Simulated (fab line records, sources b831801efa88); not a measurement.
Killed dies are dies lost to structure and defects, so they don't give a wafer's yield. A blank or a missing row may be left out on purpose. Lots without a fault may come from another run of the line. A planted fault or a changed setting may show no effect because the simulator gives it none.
Chamber matching | flow gf180mcu | GF_V2_CVD_02 on pecvd-04: 3 sister chambers
The step deposits SiO2 from TEOS, target thk 850 nm, time 94.851 s. 14 wafers are shown with their chamber, then 7 later ones without.

WAFERS WITH THEIR CHAMBER
wafer  | chamber | heater_power_w (W)
L392.1 | 1       | 694
L392.2 | 0       | 515
L392.3 | 2       | 753
L396.2 | 0       | 588
L396.4 | 1       | 584
L396.6 | 0       | 448
L397.2 | 0       | 469
L397.3 | 2       | 783
L397.4 | 0       | 519
L401.1 | 2       | 678
L401.2 | 0       | 575
L401.4 | 1       | 712
L402.2 | 2       | 704
L402.3 | 1       | 700

SIGNATURES (means of the wafers above)
reading        | chamber 0 | chamber 1 | chamber 2 | scatter within a chamber
heater_power_w | 519.00    | 672.50    | 729.50    | 54.6
Rule: a wafer's distance from a chamber is the root of the sum, over the readings, of the square of ((its reading less the chamber's mean) divided by the reading's scatter). The wafer belongs to the nearest chamber; if the next one is less than 2 further off, it can't be placed. The scatter: the root of (the sum of the squares of (reading less its chamber's mean) over the shown wafers, divided by (wafers less chambers)).

WAFERS WITHOUT THEIR CHAMBER
wafer  | heater_power_w (W)
L402.4 | 752
L411.1 | 796
L411.4 | 449
L411.5 | 645
L414.1 | 528
L414.2 | 469
L414.4 | 835

WHICH CHAMBER EACH WENT THROUGH
wafer  | from the rows above          | in truth
L402.4 | can't be placed: 2 or 1      | 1
L411.1 | can't be placed: 2 or 1      | 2
L411.4 | 0                            | 0
L411.5 | can't be placed: 1 or 2 or 0 | 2
L414.1 | 0                            | 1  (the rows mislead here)
L414.2 | 0                            | 0
L414.4 | can't be placed: 2 or 1      | 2
Placed correctly: 2 of 7. Can't be placed from these rows: 4 (the true chamber is among the candidates in 4). Placed wrongly: 1.
